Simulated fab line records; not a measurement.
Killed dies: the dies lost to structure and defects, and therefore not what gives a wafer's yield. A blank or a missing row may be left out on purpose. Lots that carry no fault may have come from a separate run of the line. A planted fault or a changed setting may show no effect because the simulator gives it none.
Which of the tools did it? | flow sky130 | 24 lots, 72 wafers sampled, at 2 steps of a route of 708

== WHAT EACH GAUGE READ, for each wafer ==
SKY_METAL4_OVL_MEAS_14. Usual: for METAL4_OVL the level is -1 nm and the standard deviation is 6.1.
lot  | measured     | on         | METAL4_OVL (nm) | flag
L075 | day 42 04:54 | overlay-02 | -1 -11 -8       |
L074 | day 42 06:29 | overlay-01 | 8 0 -1          |
L076 | day 42 15:00 | overlay-02 | -2 0 7          |
L077 | day 42 17:44 | overlay-02 | -6 -6 -6        |
L078 | day 42 22:55 | overlay-01 | 0 -5 -3         |
L079 | day 44 07:21 | overlay-01 | -4 -8 -2        |
L081 | day 44 09:13 | overlay-01 | -9 -3 -9        |
L080 | day 44 12:05 | overlay-01 | 0 -1 5          |
L084 | day 45 10:16 | overlay-02 | -6 -8 -6        |
L083 | day 45 11:51 | overlay-02 | 8 0 1           |
L082 | day 45 15:13 | overlay-01 | 8 1 5           |
L086 | day 46 00:51 | overlay-01 | -6 -7 -4        |
L085 | day 46 06:53 | overlay-02 | -7 -1 -15       |
L087 | day 46 11:40 | overlay-01 | -12 -3 -13      |
L088 | day 46 14:32 | overlay-01 | 7 5 -3          |
L090 | day 46 19:38 | overlay-02 | 0 4 8           |
L089 | day 46 22:44 | overlay-02 | 4 -10 -6        |
L092 | day 46 23:31 | overlay-02 | -5 3 -6         |
L091 | day 47 04:50 | overlay-01 | 4 1 4           |
L094 | day 47 08:25 | overlay-02 | -1 -11 1        |
L093 | day 47 11:44 | overlay-02 | 10 -7 5         |
L096 | day 47 15:29 | overlay-01 | 8 -6 3          |
L095 | day 47 17:56 | overlay-02 | 2 -1 7          |
L097 | day 47 23:12 | overlay-02 | -7 -9 -9        |

== WHAT TOOL EACH LOT RAN ON (gives the tool, then ch and the chambers of the sampled wafers, and finally the start) ==
lot  | SKY_METAL1_STRIP_20
L075 | plasma-asher-04 ch 0,1, day 33 05:40
L074 | plasma-asher-02 ch 0,1, day 33 07:28
L076 | plasma-asher-04 ch 0,1, day 33 16:52
L077 | plasma-asher-01 ch 0, day 33 18:45
L078 | plasma-asher-02 ch 1, day 34 01:20
L079 | plasma-asher-04 ch 0,1, day 35 15:09
L081 | plasma-asher-01 ch 1, day 35 17:05
L080 | plasma-asher-01 ch 0,1, day 35 19:25
L084 | plasma-asher-04 ch 0,1, day 37 00:17
L083 | plasma-asher-02 ch 0,1, day 37 02:32
L082 | plasma-asher-04 ch 0,1, day 37 05:12
L086 | plasma-asher-02 ch 0, day 37 18:35
L085 | plasma-asher-02 ch 0,1, day 38 02:23
L087 | plasma-asher-01 ch 0,1, day 38 04:50
L088 | plasma-asher-04 ch 0,1, day 38 10:40
L090 | plasma-asher-02 ch 0,1, day 38 15:38
L089 | plasma-asher-04 ch 0,1, day 38 18:15
L092 | plasma-asher-04 ch 0,1, day 38 23:45
L091 | plasma-asher-01 ch 1, day 39 02:23
L094 | plasma-asher-01 ch 0,1, day 39 09:18
L093 | plasma-asher-04 ch 0,1, day 39 12:34
L096 | plasma-asher-04 ch 0,1, day 39 16:43
L095 | plasma-asher-04 ch 0,1, day 39 19:39
L097 | plasma-asher-04 ch 0,1, day 40 02:13
- SKY_METAL1_STRIP_20: strips in O2/N2.

== WHAT THE TOOLS THEMSELVES READ (means of the sampled wafers that have a number; where no wafer has one, the mark that the record gives instead) ==
SKY_METAL1_STRIP_20. Usual: chamber-pressure-mTorr 1499.9 mTorr, standard deviation 1.4; drypump-motor-current-A 5.5 A, standard deviation 0.37; n2-flow-sccm 300.1 sccm, standard deviation 0.83; oes-product-au 0.342 a.u., standard deviation 0.0047; strip-time-to-endpoint-s 2.676 s, standard deviation 0.03.
lot  | tool            | chamber-pressure-mTorr (mTorr) | drypump-motor-current-A (A) | n2-flow-sccm (sccm) | oes-product-au (a.u.) | strip-time-to-endpoint-s (s) | flag
L075 | plasma-asher-04 | 1501.1                         | 5.6                         | 300.8               | 0.345                 | 2.662                        |
L074 | plasma-asher-02 | 1499.7                         | 5.8                         | 299.4               | 0.336                 | 2.649                        |
L076 | plasma-asher-04 | 1500.0                         | 5.6                         | 300.7               | 0.342                 | 2.676                        |
L077 | plasma-asher-01 | 1500.2                         | 4.9                         | 301.1               | 0.341                 | 2.643                        |
L078 | plasma-asher-02 | 1501.0                         | 5.2                         | 299.8               | 0.337                 | 2.616                        |
L079 | plasma-asher-04 | 1499.5                         | 5.4                         | 299.7               | 0.345                 | 2.689                        |
L081 | plasma-asher-01 | 1499.3                         | 5.7                         | 300.4               | 0.342                 | 2.683                        |
L080 | plasma-asher-01 | 1499.3                         | 5.4                         | 300.2               | 0.344                 | 2.683                        |
L084 | plasma-asher-04 | 1501.4                         | 5.4                         | 300.1               | 0.344                 | 2.694                        |
L083 | plasma-asher-02 | 1497.7                         | 5.5                         | 299.5               | 0.342                 | 2.704                        |
L082 | plasma-asher-04 | 1499.2                         | 5.5                         | 299.8               | 0.342                 | 2.696                        |
L086 | plasma-asher-02 | 1500.8                         | 6.1                         | 299.8               | 0.343                 | 2.684                        |
L085 | plasma-asher-02 | 1500.1                         | 5.8                         | 299.5               | 0.345                 | 2.650                        |
L087 | plasma-asher-01 | 1499.9                         | 5.2                         | 300.2               | 0.339                 | 2.654                        |
L088 | plasma-asher-04 | 1498.8                         | 5.6                         | 300.9               | 0.340                 | 2.719                        |
L090 | plasma-asher-02 | 1500.0                         | 5.8                         | 300.3               | 0.343                 | 2.703                        |
L089 | plasma-asher-04 | 1501.5                         | 5.6                         | 299.6               | 0.341                 | 2.711                        |
L092 | plasma-asher-04 | 1500.3                         | 5.4                         | 300.7               | 0.338                 | 2.654                        |
L091 | plasma-asher-01 | 1500.8                         | 5.7                         | 299.9               | 0.342                 | 2.645                        |
L094 | plasma-asher-01 | 1500.5                         | 5.2                         | 300.1               | 0.346                 | 2.684                        |
L093 | plasma-asher-04 | 1499.6                         | 5.6                         | 300.6               | 0.346                 | 2.676                        |
L096 | plasma-asher-04 | 1498.8                         | 5.6                         | 300.1               | 0.338                 | 2.671                        |
L095 | plasma-asher-04 | 1499.4                         | 5.4                         | 299.6               | 0.342                 | 2.685                        |
L097 | plasma-asher-04 | 1502.2                         | 5.4                         | 300.0               | 0.341                 | 2.666                        |

== THE ANSWER, worked out from the rows above alone ==
Rule: a lot is off if the mean of its wafers that have a number lies more than 3 standard deviations from the usual mean. Also off: a lot with no number at a reading for which 4 or more lots have one. The other lots that the step has rows for count as sound. Order of review: gauges by route order, followed by the tools' own readings, for which a lot's mean as printed above is used. The first step at which some lot is off is used, and at that step the reading that is off furthest; a lot without a number counts as furthest.
Across all readings shown, no lot is off: no conclusion can be drawn from this.

== WHAT THE SIMULATOR PUT IN ==
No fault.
